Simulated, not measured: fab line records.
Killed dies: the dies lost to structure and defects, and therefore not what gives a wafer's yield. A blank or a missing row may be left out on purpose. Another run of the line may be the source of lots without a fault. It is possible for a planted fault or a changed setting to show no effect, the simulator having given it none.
fab line records :: flow sky130 :: part 2 of 2: steps 43 to 43 of 43
record:
  lots: 6
  wafers: 18
  last-day: 50
route steps=708 shown VIA1@474 METAL2@483 VIA2@507 PAD_OPEN@708
lots that met no fault: taken from a fault-free run of the same line
start-h: the number of hours between the record's first day and the start of the first shown wafer of the lot :: wait-h: time in hours since the lot's previous step :: " repeats the value in the row above :: L1.1+2: a single row standing in for several wafers :: - value missing, or start not given :: * or withheld: withheld :: < > ~ a bound
route shown NAME@n: a module of which the file shows steps, and the number in the route of the first :: usual: mean/standard deviation taken from wafers without a fault :: same: alike in all rows :: chamber/n: place in a boat :: sites: readings site by site :: _std_site: the standard deviation of these :: _edge_site: inner sites' mean taken away from outer sites' mean :: radius-mm: for every site, how far away it sits from the centre of the wafer :: mask NAME#n: copy n :: behind: the last tool/chamber to shape the wafer :: hold: why the lot went on hold/how many hours it stayed there/how the hold came to an end :: device: whichever transistor did not switch (one of n, p or np) :: end of line: tests run on the same wafers once the route is complete :: for a step that has no rows: nothing shown but its recipe :: killed: at the first sort, the dies lost to defects and structure; wafer yield is something else :: map: shows each die of a wafer: x if killed, . if not, _ if none is there
set.NAME: setting as actually run; set.NAME@STEP: the setting as run at that earlier step :: model.NAME: the simulator's own value behind a step, which no gauge read
certain route steps with their lots: each step a table, each wafer a row
services: from which hour (start-h, from the record's first day; less than 0 if before it) a tool's chamber was out of use, for how many hours, and why
== steps ==
step: SKY_PAD_OPEN_PROBE_99
usual:
  defect-limited-yield: 82.2/2.2
  killed_at_M0_to_M3: 45/7.1
  killed_at_M4_up: 3.0/1.8
  killed-at-contacts: 24/5.4
  killed-at-front-end: 16/4.9
  killed-at-other: 0.3/0.63
  killed-dies: 88/11
  killed-open: 47/7.4
  killed-short: 40/7
  sort_bin_3_pad_short: 1.0/0.43
  sort_bin_5_function: 10.6/1.7
  sort_bin_6_memory: 6.3/1.1
  sort-n-pass: 404/11
  sort-yield-pct: 82.2/2.2
same:
  gross-dies: 492
  killed-at-back-side: 0
  sort_bin_4_leakage[%]: 0
  sort_bin_8_speed[%]: 0
lot.wafer: L351.1
tool: prober-02
chamber: -
start-h: 1079.37
wait-h: 0.1
defect-limited-yield[%]: 80.9
killed_at_M0_to_M3: 38
killed_at_M4_up: 5
killed-at-contacts: 29
killed-at-front-end: 20
killed-at-other: 2
killed-dies: 94
killed-open: 44
killed-short: 49
sort_bin_3_pad_short[%]: 1.0
sort_bin_5_function[%]: 10.4
sort_bin_6_memory[%]: 7.7
sort-n-pass: 398
sort-yield-pct[%]: 80.9
model.etest.tester.sort-n-pass: 398
model.etest.tester.sort-yield-pct: 80.89
model.etest.tester.sort_bin_5_pct: 10.37
model.etest.tester.sort_bin_3_pct: 1.016

lot.wafer: L351.4
tool: prober-02
chamber: -
start-h: 1079.52
wait-h: 0.2
defect-limited-yield[%]: 76.0
killed_at_M0_to_M3: 55
killed_at_M4_up: 9
killed-at-contacts: 32
killed-at-front-end: 21
killed-at-other: 1
killed-dies: 118
killed-open: 57
killed-short: 59
sort_bin_3_pad_short[%]: 2.0
sort_bin_5_function[%]: 14.0
sort_bin_6_memory[%]: 7.9
sort-n-pass: 374
sort-yield-pct[%]: 76.0
model.etest.tester.sort-n-pass: 374
model.etest.tester.sort-yield-pct: 76.02
model.etest.tester.sort_bin_5_pct: 14.02
model.etest.tester.sort_bin_3_pct: 2.033

lot.wafer: L351.5
tool: prober-02
chamber: -
start-h: 1079.57
wait-h: 0.2
defect-limited-yield[%]: 80.5
killed_at_M0_to_M3: 51
killed_at_M4_up: 9
killed-at-contacts: 19
killed-at-front-end: 15
killed-at-other: 2
killed-dies: 96
killed-open: 43
killed-short: 49
sort_bin_3_pad_short[%]: 0.4
sort_bin_5_function[%]: 13.0
sort_bin_6_memory[%]: 6.1
sort-n-pass: 396
sort-yield-pct[%]: 80.5
model.etest.tester.sort-n-pass: 396
model.etest.tester.sort-yield-pct: 80.49
model.etest.tester.sort_bin_5_pct: 13.01
model.etest.tester.sort_bin_3_pct: 0.4065

lot.wafer: L354.1
tool: prober-01
chamber: -
start-h: 1100.90
wait-h: 0.1
defect-limited-yield[%]: 77.0
killed_at_M0_to_M3: 59
killed_at_M4_up: 1
killed-at-contacts: 33
killed-at-front-end: 20
killed-at-other: 0
killed-dies: 113
killed-open: 58
killed-short: 55
sort_bin_3_pad_short[%]: 1.6
sort_bin_5_function[%]: 12.6
sort_bin_6_memory[%]: 8.7
sort-n-pass: 379
sort-yield-pct[%]: 77.0
model.etest.tester.sort-n-pass: 379
model.etest.tester.sort-yield-pct: 77.03
model.etest.tester.sort_bin_5_pct: 12.6
model.etest.tester.sort_bin_3_pct: 1.626

lot.wafer: L354.2
tool: prober-01
chamber: -
start-h: 1100.95
wait-h: 0.1
defect-limited-yield[%]: 79.3
killed_at_M0_to_M3: 46
killed_at_M4_up: 4
killed-at-contacts: 29
killed-at-front-end: 23
killed-at-other: 0
killed-dies: 102
killed-open: 49
killed-short: 52
sort_bin_3_pad_short[%]: 1.2
sort_bin_5_function[%]: 11.6
sort_bin_6_memory[%]: 7.9
sort-n-pass: 390
sort-yield-pct[%]: 79.3
model.etest.tester.sort-n-pass: 390
model.etest.tester.sort-yield-pct: 79.27
model.etest.tester.sort_bin_5_pct: 11.59
model.etest.tester.sort_bin_3_pct: 1.22

lot.wafer: L354.5
tool: prober-01
chamber: -
start-h: 1101.10
wait-h: 0.2
defect-limited-yield[%]: 80.9
killed_at_M0_to_M3: 38
killed_at_M4_up: 2
killed-at-contacts: 26
killed-at-front-end: 27
killed-at-other: 1
killed-dies: 94
killed-open: 46
killed-short: 47
sort_bin_3_pad_short[%]: 1.8
sort_bin_5_function[%]: 11.2
sort_bin_6_memory[%]: 6.1
sort-n-pass: 398
sort-yield-pct[%]: 80.9
model.etest.tester.sort-n-pass: 398
model.etest.tester.sort-yield-pct: 80.89
model.etest.tester.sort_bin_5_pct: 11.18
model.etest.tester.sort_bin_3_pct: 1.829

lot.wafer: L357.1
tool: prober-01
chamber: -
start-h: 1126.62
wait-h: 0.1
defect-limited-yield[%]: 70.9
killed_at_M0_to_M3: 100
killed_at_M4_up: 1
killed-at-contacts: 29
killed-at-front-end: 13
killed-at-other: 0
killed-dies: 143
killed-open: 47
killed-short: 39
sort_bin_3_pad_short[%]: 5.3
sort_bin_5_function[%]: 17.3
sort_bin_6_memory[%]: 6.5
sort-n-pass: 349
sort-yield-pct[%]: 70.9
model.etest.tester.sort-n-pass: 349
model.etest.tester.sort-yield-pct: 70.94
model.etest.tester.sort_bin_5_pct: 17.28
model.etest.tester.sort_bin_3_pct: 5.285

lot.wafer: L357.2
tool: prober-01
chamber: -
start-h: 1126.67
wait-h: 0.1
defect-limited-yield[%]: 73.8
killed_at_M0_to_M3: 94
killed_at_M4_up: 4
killed-at-contacts: 15
killed-at-front-end: 16
killed-at-other: 0
killed-dies: 129
killed-open: 38
killed-short: 42
sort_bin_3_pad_short[%]: 3.5
sort_bin_5_function[%]: 16.3
sort_bin_6_memory[%]: 6.5
sort-n-pass: 363
sort-yield-pct[%]: 73.8
model.etest.tester.sort-n-pass: 363
model.etest.tester.sort-yield-pct: 73.78
model.etest.tester.sort_bin_5_pct: 16.26
model.etest.tester.sort_bin_3_pct: 3.455

lot.wafer: L357.3
tool: prober-01
chamber: -
start-h: 1126.72
wait-h: 0.2
defect-limited-yield[%]: 72.8
killed_at_M0_to_M3: 94
killed_at_M4_up: 3
killed-at-contacts: 18
killed-at-front-end: 19
killed-at-other: 0
killed-dies: 134
killed-open: 44
killed-short: 36
sort_bin_3_pad_short[%]: 2.0
sort_bin_5_function[%]: 18.3
sort_bin_6_memory[%]: 6.9
sort-n-pass: 358
sort-yield-pct[%]: 72.8
model.etest.tester.sort-n-pass: 358
model.etest.tester.sort-yield-pct: 72.76
model.etest.tester.sort_bin_5_pct: 18.29
model.etest.tester.sort_bin_3_pct: 2.033

lot.wafer: L361.2
tool: prober-02
chamber: -
start-h: 1141.89
wait-h: 0.1
defect-limited-yield[%]: 77.6
killed_at_M0_to_M3: 80
killed_at_M4_up: 2
killed-at-contacts: 11
killed-at-front-end: 17
killed-at-other: 0
killed-dies: 110
killed-open: 22
killed-short: 35
sort_bin_3_pad_short[%]: 3.0
sort_bin_5_function[%]: 14.4
sort_bin_6_memory[%]: 4.9
sort-n-pass: 382
sort-yield-pct[%]: 77.6
model.etest.tester.sort-n-pass: 382
model.etest.tester.sort-yield-pct: 77.64
model.etest.tester.sort_bin_5_pct: 14.43
model.etest.tester.sort_bin_3_pct: 3.049

lot.wafer: L361.5
tool: prober-02
chamber: -
start-h: 1142.04
wait-h: 0.2
defect-limited-yield[%]: 69.5
killed_at_M0_to_M3: 109
killed_at_M4_up: 2
killed-at-contacts: 26
killed-at-front-end: 13
killed-at-other: 0
killed-dies: 150
killed-open: 49
killed-short: 39
sort_bin_3_pad_short[%]: 4.3
sort_bin_5_function[%]: 19.3
sort_bin_6_memory[%]: 6.9
sort-n-pass: 342
sort-yield-pct[%]: 69.5
model.etest.tester.sort-n-pass: 342
model.etest.tester.sort-yield-pct: 69.51
model.etest.tester.sort_bin_5_pct: 19.31
model.etest.tester.sort_bin_3_pct: 4.268

lot.wafer: L361.6
tool: prober-02
chamber: -
start-h: 1142.09
wait-h: 0.2
defect-limited-yield[%]: 75.4
killed_at_M0_to_M3: 78
killed_at_M4_up: 1
killed-at-contacts: 18
killed-at-front-end: 22
killed-at-other: 2
killed-dies: 121
killed-open: 44
killed-short: 43
sort_bin_3_pad_short[%]: 3.0
sort_bin_5_function[%]: 14.0
sort_bin_6_memory[%]: 7.5
sort-n-pass: 371
sort-yield-pct[%]: 75.4
model.etest.tester.sort-n-pass: 371
model.etest.tester.sort-yield-pct: 75.41
model.etest.tester.sort_bin_5_pct: 14.02
model.etest.tester.sort_bin_3_pct: 3.049

lot.wafer: L370.3
tool: prober-01
chamber: -
start-h: 1184.79
wait-h: 0.2
defect-limited-yield[%]: 81.7
killed_at_M0_to_M3: 48
killed_at_M4_up: 3
killed-at-contacts: 31
killed-at-front-end: 8
killed-at-other: 0
killed-dies: 90
killed-open: 46
killed-short: 44
sort_bin_3_pad_short[%]: 1.0
sort_bin_5_function[%]: 9.8
sort_bin_6_memory[%]: 7.5
sort-n-pass: 402
sort-yield-pct[%]: 81.7
model.etest.tester.sort-n-pass: 402
model.etest.tester.sort-yield-pct: 81.71
model.etest.tester.sort_bin_5_pct: 9.756
model.etest.tester.sort_bin_3_pct: 1.016

lot.wafer: L370.5
tool: prober-01
chamber: -
start-h: 1184.89
wait-h: 0.2
defect-limited-yield[%]: 85.6
killed_at_M0_to_M3: 37
killed_at_M4_up: 2
killed-at-contacts: 20
killed-at-front-end: 11
killed-at-other: 1
killed-dies: 71
killed-open: 37
killed-short: 34
sort_bin_3_pad_short[%]: 1.0
sort_bin_5_function[%]: 7.9
sort_bin_6_memory[%]: 5.5
sort-n-pass: 421
sort-yield-pct[%]: 85.6
model.etest.tester.sort-n-pass: 421
model.etest.tester.sort-yield-pct: 85.57
model.etest.tester.sort_bin_5_pct: 7.927
model.etest.tester.sort_bin_3_pct: 1.016

lot.wafer: L370.6
tool: prober-01
chamber: -
start-h: 1184.94
wait-h: 0.2
defect-limited-yield[%]: 82.3
killed_at_M0_to_M3: 49
killed_at_M4_up: 2
killed-at-contacts: 25
killed-at-front-end: 10
killed-at-other: 1
killed-dies: 87
killed-open: 46
killed-short: 41
sort_bin_3_pad_short[%]: 0.6
sort_bin_5_function[%]: 9.1
sort_bin_6_memory[%]: 7.9
sort-n-pass: 405
sort-yield-pct[%]: 82.3
model.etest.tester.sort-n-pass: 405
model.etest.tester.sort-yield-pct: 82.32
model.etest.tester.sort_bin_5_pct: 9.146
model.etest.tester.sort_bin_3_pct: 0.6098

lot.wafer: L372.1
tool: prober-01
chamber: -
start-h: 1194.22
wait-h: 0.1
defect-limited-yield[%]: 83.9
killed_at_M0_to_M3: 41
killed_at_M4_up: 2
killed-at-contacts: 23
killed-at-front-end: 13
killed-at-other: 0
killed-dies: 79
killed-open: 37
killed-short: 42
sort_bin_3_pad_short[%]: 1.4
sort_bin_5_function[%]: 9.1
sort_bin_6_memory[%]: 5.5
sort-n-pass: 413
sort-yield-pct[%]: 83.9
model.etest.tester.sort-n-pass: 413
model.etest.tester.sort-yield-pct: 83.94
model.etest.tester.sort_bin_5_pct: 9.146
model.etest.tester.sort_bin_3_pct: 1.423

lot.wafer: L372.3
tool: prober-01
chamber: -
start-h: 1194.32
wait-h: 0.2
defect-limited-yield[%]: 85.0
killed_at_M0_to_M3: 26
killed_at_M4_up: 3
killed-at-contacts: 28
killed-at-front-end: 17
killed-at-other: 0
killed-dies: 74
killed-open: 38
killed-short: 36
sort_bin_3_pad_short[%]: 1.8
sort_bin_5_function[%]: 8.3
sort_bin_6_memory[%]: 4.9
sort-n-pass: 418
sort-yield-pct[%]: 85.0
model.etest.tester.sort-n-pass: 418
model.etest.tester.sort-yield-pct: 84.96
model.etest.tester.sort_bin_5_pct: 8.333
model.etest.tester.sort_bin_3_pct: 1.829

lot.wafer: L372.5
tool: prober-01
chamber: -
start-h: 1194.42
wait-h: 0.2
defect-limited-yield[%]: 83.5
killed_at_M0_to_M3: 51
killed_at_M4_up: 1
killed-at-contacts: 22
killed-at-front-end: 6
killed-at-other: 1
killed-dies: 81
killed-open: 48
killed-short: 33
sort_bin_3_pad_short[%]: 0.8
sort_bin_5_function[%]: 8.5
sort_bin_6_memory[%]: 7.1
sort-n-pass: 411
sort-yield-pct[%]: 83.5
model.etest.tester.sort-n-pass: 411
model.etest.tester.sort-yield-pct: 83.54
model.etest.tester.sort_bin_5_pct: 8.537
model.etest.tester.sort_bin_3_pct: 0.813
killed by level:class
L351.1 CONTACT:geometric-particle:open=9 FIELD_ISO:geometric-particle:short=7 VIA2:geometric-particle:open=7 LI_CONTACT:geometric-particle:open=6 LI_CONTACT:geometric-particle:short=5 VIA1:geometric-particle:open=5 METAL4:geometric-particle:short=5 VIA3:geometric-particle:short=5
L351.4 VIA1:geometric-particle:open=23 CONTACT:geometric-particle:open=12 FIELD_ISO:geometric-particle:short=9 CONTACT:geometric-particle:short=9 METAL4:geometric-particle:short=7 METAL1:geometric-particle:short=6 VIA1:geometric-particle:short=5 VIA3:geometric-particle:open=5
L351.5 VIA1:geometric-particle:short=9 CONTACT:geometric-particle:open=8 METAL1:geometric-particle:short=8 VIA1:geometric-particle:open=8 METAL4:geometric-particle:short=6 VIA3:geometric-particle:open=6 FIELD_ISO:geometric-particle:open=5 VIA2:geometric-particle:open=5
L354.1 VIA1:geometric-particle:open=12 LI_CONTACT:geometric-particle:open=11 CONTACT:geometric-particle:open=11 VIA1:geometric-particle:short=9 METAL2:geometric-particle:short=9 VIA2:geometric-particle:open=8 CONTACT:geometric-particle:short=7 FIELD_ISO:geometric-particle:open=5
L354.2 CONTACT:geometric-particle:open=13 METAL1:geometric-particle:short=7 VIA1:geometric-particle:open=7 FIELD_ISO:geometric-particle:open=6 LOCAL_INTERCONNECT:geometric-particle:short=6 VIA1:geometric-particle:short=6 VIA3:geometric-particle:open=6 POLY_GATE:geometric-particle:short=5
L354.5 FIELD_ISO:geometric-particle:short=9 CONTACT:geometric-particle:open=8 LI_CONTACT:geometric-particle:open=7 VIA1:geometric-particle:open=7 FIELD_ISO:geometric-particle:open=6 VIA1:geometric-particle:short=6 POLY_GATE:geometric-particle:open=5 VIA3:geometric-particle:open=5
L357.1 METAL2:unspecified=57 CONTACT:geometric-particle:open=10 VIA1:geometric-particle:open=9 LI_CONTACT:geometric-particle:open=7 CONTACT:geometric-particle:short=7 VIA2:geometric-particle:open=7 FIELD_ISO:geometric-particle:open=5 VIA3:geometric-particle:short=5
L357.2 METAL2:unspecified=49 VIA1:geometric-particle:open=9 FIELD_ISO:geometric-particle:short=6 VIA3:geometric-particle:open=6 LI_CONTACT:geometric-particle:open=6 VIA1:geometric-particle:short=6 METAL3:geometric-particle:short=5 FIELD_ISO:geometric-particle:open=4
L357.3 METAL2:unspecified=54 VIA1:geometric-particle:open=10 CONTACT:geometric-particle:open=9 METAL2:geometric-particle:short=5 VIA2:geometric-particle:open=5 POLY_GATE:geometric-particle:short=4 VIA1:geometric-particle:short=4 METAL1:geometric-particle:short=4
L361.2 METAL2:unspecified=53 FIELD_ISO:geometric-particle:short=6 VIA2:geometric-particle:short=5 FIELD_ISO:geometric-particle:open=4 LI_CONTACT:geometric-particle:open=4 VIA1:geometric-particle:open=4 VIA3:geometric-particle:short=4 POLY_GATE:geometric-particle:short=3
L361.5 METAL2:unspecified=62 CONTACT:geometric-particle:open=13 VIA1:geometric-particle:open=9 METAL1:geometric-particle:short=7 VIA3:geometric-particle:open=7 FIELD_ISO:geometric-particle:open=5 LI_CONTACT:geometric-particle:open=5 VIA1:geometric-particle:short=5
L361.6 METAL2:unspecified=34 CONTACT:geometric-particle:open=11 VIA1:geometric-particle:open=7 METAL1:geometric-particle:short=7 METAL2:geometric-particle:short=7 POLY_GATE:geometric-particle:short=6 VIA3:geometric-particle:open=6 SPACER:geometric-particle:open=5
L370.3 CONTACT:geometric-particle:open=13 VIA2:geometric-particle:open=8 METAL2:geometric-particle:short=7 LI_CONTACT:geometric-particle:short=6 METAL1:geometric-particle:short=6 VIA3:geometric-particle:open=6 LI_CONTACT:geometric-particle:open=5 VIA1:geometric-particle:open=5
L370.5 VIA2:geometric-particle:open=9 CONTACT:geometric-particle:open=7 VIA3:geometric-particle:open=7 CONTACT:geometric-particle:short=6 LI_CONTACT:geometric-particle:open=5 POLY_GATE:geometric-particle:short=4 METAL3:geometric-particle:short=4 METAL1:geometric-particle:short=4
L370.6 VIA2:geometric-particle:open=10 VIA3:geometric-particle:open=10 CONTACT:geometric-particle:open=8 METAL1:geometric-particle:short=7 LI_CONTACT:geometric-particle:open=6 LOCAL_INTERCONNECT:geometric-particle:short=6 METAL2:geometric-particle:short=6 VIA1:geometric-particle:open=5
L372.1 CONTACT:geometric-particle:short=11 VIA2:geometric-particle:open=10 CONTACT:geometric-particle:open=8 METAL2:geometric-particle:short=6 VIA1:geometric-particle:open=5 FIELD_ISO:geometric-particle:short=4 VIA2:geometric-particle:short=4 VIA3:geometric-particle:short=4
L372.3 LI_CONTACT:geometric-particle:open=8 CONTACT:geometric-particle:short=7 FIELD_ISO:geometric-particle:short=6 VIA1:geometric-particle:open=6 VIA3:geometric-particle:open=6 LOCAL_INTERCONNECT:geometric-particle:short=5 CONTACT:geometric-particle:open=5 FIELD_ISO:geometric-particle:open=4
L372.5 CONTACT:geometric-particle:open=11 VIA3:geometric-particle:open=11 VIA1:geometric-particle:open=8 METAL2:geometric-particle:short=7 VIA2:geometric-particle:open=6 LI_CONTACT:geometric-particle:open=5 VIA2:geometric-particle:short=5 CONTACT:geometric-particle:short=4
map L357.1 (x killed, . not)
__________.........._________
________..x......x..x._______
______......xx.x.....x.._____
_____.....x...........x..____
____....x...x.x........x..___
___..x..........x......x.x.__
__....x...xx.x.xx..x.x.....x_
_x..x.x...x..x...xx...x...x.x
_.....x..x...xxxxxxx......x.x
_...xx....xxxxxxxxxxx.x.x...x
_.....x...xxxxxxxxxxxxx..x..x
_...x.....xxxxxxxxxxx.x....x.
_.....x...xxxxxxxxxx.....x.x.
_..........xxxxxxxx......x...
_...........x..x.x.x.........
__...x..............x.x.x..._
___.....................x.x__
____x.x...........x....x..___
_____xx....x.x......x....____
______......x....xx.xx.._____
________...xx.....x.x._______
__________.........._________
map L361.5 (x killed, . not)
__________.........._________
________x...x.x......x_______
______......x..........._____
_____..xx.x..........x.x.____
____..x.x....x.x.x...x....___
___...x.x..x.....x.....x...__
__....xx.......xx......x...._
_..x......xx.x.xx...........x
_.....x..x.xxxxxxx.x.....x...
_.x....x..xxxxxxxxx......xx..
_xx..x..x.xxxxxxxxxxx.x.x.xx.
_.......x..xxxxxxxxx.x....x..
_x..xx.....xxxxxxxx...x...x..
_....xx.xxxxxxxxxxxxx..x.....
_.........xxx..xxxx..x......x
__..x........xxxx.xx........_
___........x.x.....x.x....x__
____........x........x....___
_____x....x...x.......x..____
______..x....x.......x.._____
________x..........x.x_______
__________.........._________
== services ==
tool: rie-metal-03
chamber: 1
start-h: 780.63
hours: 4.1
kind: repair

tool: cmp-02
chamber: -
start-h: 788.82
hours: 0.9
kind: repair

tool: plasma-asher-02
chamber: -
start-h: 810.30
hours: 1.5
kind: repair

tool: rie-metal-02
chamber: -
start-h: 814.43
hours: 14.6
kind: pm

tool: cmp-02
chamber: -
start-h: 824.78
hours: 1.7
kind: repair

tool: pvd-sputter-02
chamber: 3
start-h: 835.54
hours: -
kind: consumable-replace:kit

tool: pvd-sputter-02
chamber: 3
start-h: 835.54
hours: 18.0
kind: scheduled-down

tool: pvd-sputter-02
chamber: 3
start-h: 835.54
hours: 18.0
kind: vent-cycle

tool: rie-metal-03
chamber: -
start-h: 839.38
hours: 28.1
kind: pm

tool: cmp-02
chamber: -
start-h: 845.78
hours: 6.2
kind: repair

tool: pvd-sputter-02
chamber: -
start-h: 849.06
hours: 1.5
kind: repair

tool: plasma-asher-02
chamber: -
start-h: 851.84
hours: 0.8
kind: repair

tool: rie-metal-02
chamber: -
start-h: 854.92
hours: 0.4
kind: repair

tool: cmp-02
chamber: -
start-h: 861.20
hours: 2.7
kind: pm

tool: plasma-asher-04
chamber: -
start-h: 888.23
hours: 1.2
kind: repair

tool: pvd-sputter-03
chamber: -
start-h: 891.68
hours: 1.9
kind: repair

tool: plasma-asher-04
chamber: -
start-h: 895.32
hours: 0.3
kind: repair

tool: rie-metal-03
chamber: 0
start-h: 899.86
hours: 1.0
kind: repair

tool: plasma-asher-03
chamber: -
start-h: 910.96
hours: 3.8
kind: repair

tool: cmp-02
chamber: -
start-h: 912.28
hours: 4.0
kind: pm

tool: pvd-sputter-02
chamber: -
start-h: 930.75
hours: 5.9
kind: repair

tool: pvd-sputter-02
chamber: 2
start-h: 939.87
hours: -
kind: consumable-replace:kit

tool: cmp-01
chamber: -
start-h: 945.18
hours: 1.9
kind: repair

tool: pvd-sputter-02
chamber: -
start-h: 970.92
hours: 0.8
kind: repair
== key ==
first-sign:
  step: SKY_PAD_OPEN_PROBE_99
  reading: killed_at_M0_to_M3
  direction: up
  sigmas: 6.7
  usual: 45
  struck: 92
effect:
  step: SKY_PAD_OPEN_PROBE_99
  reading: sort_bin_3_pad_short
  direction: up
  sigmas: 6
  usual: 1.0
  struck: 3.5
model-effect:
  step: SKY_PAD_OPEN_PROBE_99
  value: etest.tester.sort-n-pass
  without: 405.2
  struck: 360.8
met-at SKY_METAL2_SPUTTER_03
struck-wafers L357.1,L357.2,L357.3,L361.2,L361.5,L361.6
onset-between 800.76 858.24
fault:
  kind: chamber-particle-source
  tool: pvd-sputter-02
  chamber: -
  onset-h: 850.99
  steps: SKY_METAL2_SPUTTER_03
  rate-per-visit-cm2: 1.021
  end-h: 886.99
